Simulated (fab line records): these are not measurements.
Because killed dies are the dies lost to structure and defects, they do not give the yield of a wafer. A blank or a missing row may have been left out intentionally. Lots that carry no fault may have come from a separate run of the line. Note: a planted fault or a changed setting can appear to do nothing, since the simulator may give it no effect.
A lot that was struck, set against a sound lot / flow sfq_line / 13 out of 325 route steps
Sound: the wafers L527.1, L527.2, L527.3. The struck wafers were L537.3, L537.4, L537.6. Last of all comes the cause.
Each step with rows lists, per side, the tool, then ch with its chambers, then its first start. Under that, the readings that differ: sound wafers / struck wafers / difference of the means / sigmas: that difference in standard deviations of wafers without a fault.
alike: same words and numbers on both sides, and readings whose means sit less than 2 such deviations apart. not compared: any withheld reading, any reading some wafer has no value for, any bound like >300 that may hide the same value, and any number with overlapping values for which the record gives no deviation.
Wherever a step has rows on one side only, a row that says differs or no value, or a row with sigmas, the two part there. Non-overlapping numbers with no deviation appear without sigmas and do not part them. A reading missing from all wafers of one side parts the sides only when that side holds two or more wafers.

SFQ_TRILAYER_I3_VIA_ETCH_VIA_ETCH_088: etches SiO2 in CHF3, stops on Nb, target depth 260 nm.
  sound on rie_diel-02 ch 0,1,2, day 45 12:13; struck on rie_diel-02 ch 1,2, day 49 14:28
  alike: bias_w, chamber_pressure_mTorr, drypump_motor_current_A, oes_product_au
SFQ_TRILAYER_I3_VIA_STRIP_STRIP_089: strips in O2.
  sound on rie_metal-02 ch 0,1, day 45 12:20; struck on rie_metal-03 ch 0,1, day 49 14:47
  alike: chamber_pressure_mTorr, drypump_motor_current_A, oes_product_au
  not compared: rf_hours_counter_h
then, 2 steps without rows for these wafers: SFQ_TRILAYER_I3_VIA_STRIP_SOLV_CLEAN_090 (cleans in NMP, time 600 s); SFQ_TRILAYER_M4_DEP_PRE_CLEAN_092 (time 22.5 s).
SFQ_TRILAYER_M4_DEP_SPUTTER_091: material Nb, target thk 200 nm, time 133.3 s.
  sound: pvd_sputter-05 at day 45 13:08; struck: pvd_sputter-05 at day 49 15:23
  alike: cathode_dc_power_W, throttle_valve_pct
SFQ_M4_RS_MEAS_924: a four-point-probe measurement.
  sound: film_metro-01 at day 45 13:14; struck: film_metro-02 at day 49 15:31
  alike: M4_NB_RS
then, 5 steps without rows for these wafers: SFQ_TRILAYER_M4_LITHO_COAT_098 (resist thk 62 nm); SFQ_TRILAYER_M4_LITHO_COAT_093 (resist thk 600 nm); SFQ_TRILAYER_M4_LITHO_SOFTBAKE_097; SFQ_TRILAYER_M4_LITHO_EXPOSE_094 (exposes mask M4, target cd 500 nm); SFQ_TRILAYER_M4_LITHO_PEB_096 (peb time 60 s).
-- the record jumps here: 5 days lie between the struck wafers' starts before and after --
SFQ_TRILAYER_M4_LITHO_DEVELOP_095: time 60 s.
  struck on litho_track-03, day 54 09:38; sound on litho_track-03 ch 0, day 45 15:31
  no value came back on the struck wafers for chill_plate_temp_C (C), exhaust_pa (Pa), resist_line_temp_C (C); on the sound wafers chill_plate_temp_C (C) reads 23.05 22.81 22.97
reading=model.KrF_of_TRILAYER_M4_LITHO_COAT_093.thk_nm (nm); sound=574.2 573.8 574.2; struck=600 600.7 599.3; difference=+26; sigmas=
SFQ_M4_OVL_MEAS_926:
  sound: overlay-01 at day 45 15:40; struck: overlay-01 at day 54 09:44
reading=M4_OVL (nm); sound=-2 7 -4; struck=- - -; difference=no value on the struck wafers; sigmas=

## WHERE THEY PART
First at SFQ_TRILAYER_M4_LITHO_DEVELOP_095; last, within this record, at SFQ_M4_OVL_MEAS_926.

WHY: what had been put in by the simulator
Entire step skipped (litho_track-03, SFQ_TRILAYER_M4_LITHO_DEVELOP_095), from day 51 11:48 onward. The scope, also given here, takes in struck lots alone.
